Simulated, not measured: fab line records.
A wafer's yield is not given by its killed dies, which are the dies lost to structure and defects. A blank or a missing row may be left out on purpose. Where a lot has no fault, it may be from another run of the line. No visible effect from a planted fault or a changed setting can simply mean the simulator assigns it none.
fab line records | flow sky130
[record] lots = 5 | wafers = 15 | last-day = 50
route steps=708 shown PWDE@55 NWELL@56 PAD_OPEN@708
lots that met no fault: taken from a fault-free run of the same line
start-h: the number of hours between the record's first day and the start of the first shown wafer of the lot | wait-h: hours from the lot's prior step to this one | " same as the row above | L1.1+2: several wafers, shown together as one row | - value missing, or start not given | * or withheld: withheld | < > ~ a bound
route shown NAME@n: names a module that has steps shown in the file, with the first one's number in the route | usual: mean and standard deviation over wafers with no fault | same: alike in all rows | chamber/n: place in a boat | sites: per-site readings | _std_site: the values' standard deviation | _edge_site: inner sites' mean taken away from outer sites' mean | radius-mm: how far each site lies from the wafer's centre | mask NAME#n: copy n | behind: the tool/chamber that last shaped the wafer | hold: why the lot went on hold/how many hours it stayed there/how the hold came to an end | device: the n, p or np transistor that did not switch | end of line: the same wafers' tests at the end of the route | where a step has no rows: the recipe by itself | killed: dies lost to structure and defects at the first sort, not the wafer's yield | map: per-die view of a wafer (x killed, . not killed, _ where there is no die)
set.NAME: the setting the step ran with; set.NAME@STEP: the setting that earlier step ran with | model.NAME: the simulator's own value behind a step, which no gauge read
lots seen at some steps along the route; tables by step, rows by wafer
services: the hour from which a tool's chamber was out of use, counted from the record's first day as start-h (under 0 if before that day), plus the number of hours and why
[[steps]]
[step SKY_PWDE_TW_MEAS_10]
[usual] PWDE_TW = 373/4.3
lot.wafer | tool          | chamber | start-h | wait-h | PWDE_TW
L835.3    | film-metro-03 | -       | 75.35   | 0.1    | 368
L835.4    | "             | -       | "       | "      | 367
L835.6    | "             | -       | "       | "      | 365
L840.3    | film-metro-03 | -       | 104.05  | 0.1    | 365
L840.4    | "             | -       | "       | "      | 365
L840.5    | "             | -       | "       | "      | 366
L844.1    | film-metro-02 | -       | 123.88  | 0.1    | 377
L844.3    | "             | -       | "       | "      | 375
L844.5    | "             | -       | "       | "      | 376
L855.1    | film-metro-03 | -       | 193.28  | 0.1    | 367
L855.3    | "             | -       | "       | "      | 364
L855.4    | "             | -       | "       | "      | 365
L854.3    | film-metro-04 | -       | 193.32  | 0.1    | 374
L854.5    | "             | -       | "       | "      | 378
L854.6    | "             | -       | "       | "      | 378
[step SKY_NWELL_DEHYDRATE_03]
[recipe] temp-c = 200 | time-s = 60
[step SKY_NWELL_HMDS_04]
[recipe] prime-time-s = 60 | prime-temp-c = 120
[step SKY_NWELL_COAT_05]
[recipe] spin-rpm = 2000 | resist-thk-nm = 3000
[step SKY_NWELL_SOFTBAKE_06]
[recipe] temp-c = 110 | time-s = withheld
[step SKY_NWELL_EXPOSE_07]
[recipe] mask-id = NWM | na = 0.6 | source-shape = conventional | sigma-outer = 0.6 | polarization = unpolarized | target-cd-nm = 840 | dose-mj = 255
[step SKY_NWELL_PEB_08]
[recipe] temp-c = 115 | time-s = withheld
[step SKY_NWELL_DEVELOP_09]
[recipe] wall-angle-deg = 90 | developer = TMAH | develop-time-s = 60 | dev-temp-c = 23
[step SKY_NWELL_OVL_MEAS_10]
[usual] NWELL_00_OVL = -0.3/1.5
lot.wafer | tool       | chamber | start-h | wait-h | NWELL_00_OVL[nm]
L835.3    | overlay-01 | -       | 92.06   | -      | -3.6
L835.4    | "          | -       | "       | "      | -1.8
L835.6    | "          | -       | "       | "      | -1.9
L840.3    | overlay-01 | -       | 122.43  | -      | 0.2
L840.4    | "          | -       | "       | "      | 0.5
L840.5    | "          | -       | "       | "      | 2.0
L844.1    | overlay-01 | -       | 141.52  | -      | -1.6
L844.3    | "          | -       | "       | "      | -0.7
L844.5    | "          | -       | "       | "      | -1.0
L855.1    | overlay-01 | -       | 214.50  | -      | 1.4
L855.3    | "          | -       | "       | "      | -0.1
L855.4    | "          | -       | "       | "      | 0.8
L854.3    | overlay-02 | -       | 214.86  | -      | -1.8
L854.5    | "          | -       | "       | "      | -2.3
L854.6    | "          | -       | "       | "      | -0.4
[step SKY_NWELL_IMPLANT_11]
[recipe] species = P | energy-kev = 400 | dose-cm2 = 1.9e+13 | tilt-deg = withheld
[step SKY_NWELL_IMPLANT_12]
[recipe] species = P | energy-kev = 120 | dose-cm2 = 1.3e+12 | tilt-deg = withheld
[step SKY_NWELL_IMPLANT_13]
[recipe] species = P | energy-kev = 50 | dose-cm2 = 7e+11 | tilt-deg = withheld
[step SKY_NWELL_STRIP_14]
[recipe] chemistry = O2/N2 | power-w = 1400 | pressure-mtorr = 1500 | platen-temp-c = withheld | o2-flow-sccm = 3000 | n2-flow-sccm = 300 | overash-fraction = 0.5
[usual] drypump-motor-current-A = 5.7/0.43 | o2-flow-sccm = 3000/8.4 | oes-product-au = 0.722/0.0041 | strip-time-to-endpoint-s = 36.91/0.089
lot.wafer | tool            | chamber | start-h | wait-h | drypump-motor-current-A | o2-flow-sccm | oes-product-au | rf-hours-counter-h | strip-time-to-endpoint-s | model.coat_of_NWELL_COAT_05.thk-nm
L835.3    | plasma-asher-04 | 0       | 92.57   | 0.1    | 5.3                     | 2992         | 0.722          | -                  | 36.80                    | 0
L835.4    | "               | 1       | "       | "      | 5.3                     | 3009         | 0.714          | -                  | 36.88                    | 0
L835.6    | "               | 0       | "       | "      | 5.3                     | 3002         | 0.724          | -                  | 36.85                    | 0
L840.3    | plasma-asher-02 | 1       | 122.94  | 0.1    | 5.9                     | 3005         | 0.717          | -                  | 36.89                    | 0
L840.4    | "               | 0       | "       | "      | 5.8                     | 2996         | 0.726          | -                  | 36.86                    | 0
L840.5    | "               | 1       | "       | "      | 6.0                     | 2999         | 0.722          | -                  | 36.87                    | 0
L844.1    | plasma-asher-02 | 0       | 142.00  | 0.1    | 5.8                     | 2979         | 0.921          | 2                  | -                        | 1830
L844.3    | "               | 1       | "       | "      | 6.0                     | 3016         | 0.922          | -                  | -                        | 1829
L844.5    | "               | 1       | "       | "      | 5.9                     | 3004         | 0.918          | -                  | -                        | 1826
L855.1    | plasma-asher-04 | 0       | 214.99  | 0.1    | 5.4                     | 2998         | 0.727          | 41                 | 37.03                    | 0
L855.3    | "               | 1       | "       | "      | 5.3                     | 2984         | 0.724          | -                  | 36.96                    | 0
L855.4    | "               | 0       | "       | "      | 5.3                     | 3005         | 0.724          | -                  | 36.97                    | 0
L854.3    | plasma-asher-02 | 1       | 215.37  | 0.1    | 5.9                     | 3007         | 0.716          | -                  | 36.93                    | 0
L854.5    | "               | 1       | "       | "      | 6.0                     | 3002         | 0.728          | -                  | 36.81                    | 0
L854.6    | "               | 0       | "       | "      | 5.7                     | 3006         | 0.724          | -                  | 36.81                    | 0
[step SKY_NWELL_TW_MEAS_15]
[usual] NWELL_TW = 1817/22
lot.wafer | tool          | chamber | start-h | wait-h | NWELL_TW
L835.3    | film-metro-03 | -       | 92.66   | 0.1    | 1790
L835.4    | "             | -       | "       | "      | 1789
L835.6    | "             | -       | "       | "      | 1778
L840.3    | film-metro-04 | -       | 123.02  | 0.1    | 1831
L840.4    | "             | -       | "       | "      | 1832
L840.5    | "             | -       | "       | "      | 1833
L844.1    | film-metro-04 | -       | 142.10  | 0.1    | 1843
L844.3    | "             | -       | "       | "      | 1844
L844.5    | "             | -       | "       | "      | 1829
L855.1    | film-metro-04 | -       | 215.09  | 0.1    | 1832
L855.3    | "             | -       | "       | "      | 1824
L855.4    | "             | -       | "       | "      | 1833
L854.3    | film-metro-04 | -       | 215.46  | 0.1    | 1831
L854.5    | "             | -       | "       | "      | 1836
L854.6    | "             | -       | "       | "      | 1829
[step SKY_NWELL_DEHYDRATE_16]
[recipe] temp-c = 200 | time-s = 60
[step SKY_NWELL_HMDS_17]
[recipe] prime-time-s = 60 | prime-temp-c = 120
[step SKY_NWELL_COAT_18]
[recipe] spin-rpm = 2000 | resist-thk-nm = 3000
[step SKY_NWELL_SOFTBAKE_19]
[recipe] temp-c = 110 | time-s = withheld
[step SKY_NWELL_EXPOSE_20]
[recipe] mask-id = NWM_COMPLEMENT | na = 0.6 | source-shape = conventional | sigma-outer = 0.6 | polarization = unpolarized | target-cd-nm = 840 | dose-mj = 260
[step SKY_NWELL_PEB_21]
[recipe] temp-c = 115 | time-s = withheld
[step SKY_NWELL_DEVELOP_22]
[recipe] wall-angle-deg = 90 | developer = TMAH | develop-time-s = 60 | dev-temp-c = 23
[step SKY_NWELL_OVL_MEAS_23]
[usual] NWELL_01_OVL = 0.1/1.3
lot.wafer | tool       | chamber | start-h | wait-h | NWELL_01_OVL[nm]
L835.3    | overlay-01 | -       | 110.28  | -      | 1.0
L835.4    | "          | -       | "       | "      | -0.1
L835.6    | "          | -       | "       | "      | 0.7
L840.3    | overlay-02 | -       | 140.16  | -      | -0.3
L840.4    | "          | -       | "       | "      | 1.2
L840.5    | "          | -       | "       | "      | 2.4
L844.1    | overlay-02 | -       | 158.07  | -      | -1.5
L844.3    | "          | -       | "       | "      | -1.3
L844.5    | "          | -       | "       | "      | 0.2
L855.1    | overlay-01 | -       | 236.20  | -      | -0.4
L855.3    | "          | -       | "       | "      | 0.1
L855.4    | "          | -       | "       | "      | 1.0
L854.3    | overlay-01 | -       | 236.86  | -      | 2.1
L854.5    | "          | -       | "       | "      | 1.3
L854.6    | "          | -       | "       | "      | 2.1
[step SKY_NWELL_IMPLANT_24]
[recipe] species = B | energy-kev = 140 | dose-cm2 = 9.2e+12 | tilt-deg = withheld
[step SKY_NWELL_STRIP_25]
[recipe] chemistry = O2/N2 | power-w = 1400 | pressure-mtorr = 1500 | platen-temp-c = withheld | o2-flow-sccm = 3000 | n2-flow-sccm = 300 | overash-fraction = 0.5
[usual] drypump-motor-current-A = 5.8/0.41 | o2-flow-sccm = 3000/9.9 | oes-product-au = 0.722/0.0043 | strip-time-to-endpoint-s = 36.94/0.1
lot.wafer | tool            | chamber | start-h | wait-h | drypump-motor-current-A | o2-flow-sccm | oes-product-au | rf-hours-counter-h | strip-time-to-endpoint-s
L835.3    | plasma-asher-01 | 1       | 110.49  | 0.1    | 5.7                     | 2996         | 0.726          | -                  | 36.96
L835.4    | "               | 0       | "       | "      | 6.7                     | 2995         | 0.713          | -                  | 36.83
L835.6    | "               | 1       | "       | "      | 5.7                     | 2990         | 0.717          | -                  | 36.97
L840.3    | plasma-asher-02 | 1       | 140.37  | 0.1    | 6.0                     | 2986         | 0.731          | -                  | 37.12
L840.4    | "               | 0       | "       | "      | 5.8                     | 3005         | 0.725          | -                  | 37.15
L840.5    | "               | 0       | "       | "      | 5.8                     | 2981         | 0.714          | -                  | 37.19
L844.1    | plasma-asher-02 | 0       | 158.25  | 0.1    | 5.8                     | 2994         | 0.729          | 4                  | 63.94
L844.3    | "               | 0       | "       | "      | 5.8                     | 3018         | 0.731          | -                  | 64.08
L844.5    | "               | 1       | "       | "      | 6.0                     | 3017         | 0.728          | -                  | 64.10
L855.1    | plasma-asher-01 | 1       | 236.39  | 0.1    | 5.7                     | 3002         | 0.724          | 55                 | 36.92
L855.3    | "               | 1       | "       | "      | 5.7                     | 2999         | 0.726          | -                  | 36.86
L855.4    | "               | 0       | "       | "      | 6.7                     | 3005         | 0.722          | -                  | 36.92
L854.3    | plasma-asher-04 | 0       | 237.07  | 0.1    | 5.3                     | 3014         | 0.720          | -                  | 36.96
L854.5    | "               | 1       | "       | "      | 5.3                     | 3000         | 0.723          | -                  | 36.92
L854.6    | "               | 0       | "       | "      | 5.4                     | 3008         | 0.721          | -                  | 36.92
[step SKY_NWELL_TW_MEAS_26]
[usual] NWELL_2_TW = 495/6.7
lot.wafer | tool          | chamber | start-h | wait-h | hold                     | NWELL_2_TW
L835.3    | film-metro-04 | -       | 110.57  | 0.1    | -                        | 496
L835.4    | "             | -       | "       | "      | -                        | 498
L835.6    | "             | -       | "       | "      | -                        | 500
L840.3    | film-metro-04 | -       | 140.46  | 0.1    | -                        | 499
L840.4    | "             | -       | "       | "      | -                        | 503
L840.5    | "             | -       | "       | "      | -                        | 500
L844.1    | film-metro-04 | -       | 158.35  | 0.1    | await-dispo/0.2h/release | 30
L844.3    | "             | -       | "       | "      | await-dispo/0.2h/release | 30
L844.5    | "             | -       | "       | "      | await-dispo/0.2h/release | 30
L844.1    | film-metro-04 | -       | 158.58  | 0.2    | -                        | 30
L844.3    | "             | -       | "       | "      | -                        | 30
L844.5    | "             | -       | "       | "      | -                        | 30
L855.1    | film-metro-04 | -       | 236.49  | 0.1    | -                        | 499
L855.3    | "             | -       | "       | "      | -                        | 498
L855.4    | "             | -       | "       | "      | -                        | 499
L854.3    | film-metro-04 | -       | 237.20  | 0.1    | -                        | 497
L854.5    | "             | -       | "       | "      | -                        | 503
L854.6    | "             | -       | "       | "      | -                        | 498
[step SKY_PAD_OPEN_PROBE_99]
[usual] defect-limited-yield = 82.3/2.1 | killed_at_M0_to_M3 = 44/7.2 | killed_at_M4_up = 3.1/1.7 | killed-at-contacts = 24/5.2 | killed-at-front-end = 15/4.1 | killed-at-other = 0.3/0.61 | killed-dies = 87/10 | killed-open = 48/7.5 | killed-short = 39/6.6 | sort_bin_3_pad_short = 0.8/0.39 | sort_bin_5_function = 10.4/1.7 | sort_bin_6_memory = 6.5/1.1 | sort-n-pass = 405/10 | sort-yield-pct = 82.3/2.1
[same] gross-dies = 492 | killed-at-back-side = 0 | sort_bin_4_leakage[%] = 0 | sort_bin_8_speed[%] = 0
lot.wafer | tool      | chamber | start-h | wait-h | defect-limited-yield[%] | killed_at_M0_to_M3 | killed_at_M4_up | killed-at-contacts | killed-at-front-end | killed-at-other | killed-dies | killed-open | killed-short | sort_bin_3_pad_short[%] | sort_bin_5_function[%] | sort_bin_6_memory[%] | sort-n-pass | sort-yield-pct[%]
L835.3    | prober-01 | -       | 1073.64 | 0.2    | 79.9                    | 50                 | 4               | 29                 | 16                  | 0               | 99          | 55          | 44           | 2.0                     | 11.4                   | 6.7                  | 393         | 79.9
L835.4    | prober-01 | -       | 1073.69 | 0.2    | 79.9                    | 47                 | 6               | 29                 | 16                  | 1               | 99          | 52          | 47           | 1.2                     | 11.8                   | 7.1                  | 393         | 79.9
L835.6    | prober-01 | -       | 1073.79 | 0.2    | 78.0                    | 55                 | 6               | 27                 | 19                  | 1               | 108         | 64          | 44           | 0.8                     | 14.0                   | 7.1                  | 384         | 78.0
L840.3    | prober-01 | -       | 1105.13 | 0.2    | 81.1                    | 42                 | 3               | 22                 | 26                  | 0               | 93          | 62          | 31           | 0.4                     | 12.2                   | 6.3                  | 399         | 81.1
L840.4    | prober-01 | -       | 1105.18 | 0.2    | 82.3                    | 41                 | 5               | 25                 | 16                  | 0               | 87          | 44          | 43           | 0.8                     | 10.0                   | 6.9                  | 405         | 82.3
L840.5    | prober-01 | -       | 1105.23 | 0.2    | 81.5                    | 43                 | 2               | 27                 | 19                  | 0               | 91          | 51          | 40           | 0.8                     | 10.8                   | 6.9                  | 401         | 81.5
// killed by level:class
L835.3 VIA1:geometric-particle:open=16 LI_CONTACT:geometric-particle:open=8 LI_CONTACT:geometric-particle:short=7 METAL1:geometric-particle:short=7 CONTACT:geometric-particle:open=6 VIA2:geometric-particle:open=6 VIA3:geometric-particle:open=6 POLY_GATE:geometric-particle:short=5
L835.4 CONTACT:geometric-particle:open=13 VIA1:geometric-particle:open=8 VIA3:geometric-particle:open=7 METAL1:geometric-particle:short=7 VIA1:geometric-particle:short=7 CONTACT:geometric-particle:short=6 VIA2:geometric-particle:open=6 POLY_GATE:geometric-particle:short=5
L835.6 VIA1:geometric-particle:open=19 CONTACT:geometric-particle:open=11 LI_CONTACT:geometric-particle:open=8 METAL1:geometric-particle:short=7 POLY_GATE:geometric-particle:open=6 VIA2:geometric-particle:open=6 VIA3:geometric-particle:open=6 METAL4:geometric-particle:short=5
L840.3 CONTACT:geometric-particle:open=10 VIA1:geometric-particle:open=10 VIA2:geometric-particle:open=9 POLY_GATE:geometric-particle:open=8 LI_CONTACT:geometric-particle:open=7 SPACER:geometric-particle:open=5 METAL1:geometric-particle:short=5 METAL2:geometric-particle:short=5
L840.4 VIA1:geometric-particle:open=13 CONTACT:geometric-particle:short=9 FIELD_ISO:geometric-particle:open=6 CONTACT:geometric-particle:open=5 VIA1:geometric-particle:short=4 METAL2:geometric-particle:short=4 VIA2:geometric-particle:open=4 VIA3:geometric-particle:open=4
L840.5 VIA1:geometric-particle:open=12 CONTACT:geometric-particle:short=9 CONTACT:geometric-particle:open=9 VIA3:geometric-particle:open=8 FIELD_ISO:geometric-particle:open=6 METAL1:geometric-particle:short=6 METAL2:geometric-particle:short=5 POLY_GATE:geometric-particle:open=4
[[services]]
tool            | chamber | start-h | hours | kind
plasma-asher-04 | -       | 75.45   | 1.0   | repair
plasma-asher-02 | -       | 108.75  | 9.0   | pm
plasma-asher-02 | 0       | 108.75  | 9.0   | vent-cycle
plasma-asher-02 | 1       | 108.75  | 9.0   | vent-cycle
plasma-asher-02 | 0       | 117.75  | -     | clean
plasma-asher-02 | 1       | 117.75  | -     | clean
plasma-asher-01 | -       | 194.69  | 4.2   | repair
plasma-asher-04 | -       | 197.53  | 2.8   | pm
[[key]]
[first-sign] step = SKY_NWELL_STRIP_14 | reading = oes-product-au | direction = up | sigmas = 48 | usual = 0.722 | struck = 0.920
[effect] step = SKY_NWELL_STRIP_25 | reading = strip-time-to-endpoint-s | direction = up | sigmas = 99+ | usual = * | struck = *
[effect] step = SKY_NWELL_TW_MEAS_26 | reading = visit | direction = added
[effect] step = SKY_NWELL_TW_MEAS_26 | reading = NWELL_2_TW | direction = down | sigmas = 69 | usual = 495 | struck = 30
[model-effect] step = SKY_NWELL_STRIP_14 | value = coat_of_NWELL_COAT_05.thk-nm | without = 0 | struck = 1829
met-at SKY_NWELL_STRIP_14
struck-wafers L844.1,L844.3,L844.5
scrapped-behind SKY_NWELL_TW_MEAS_26 L844.1,L844.3,L844.5
onset-between 122.94 142.00
[fault] kind = strip-aborted | tool = plasma-asher-02 | chamber = - | onset-h = 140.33 | steps = SKY_NWELL_STRIP_14 | offset = 0.82513 | end-h = 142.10
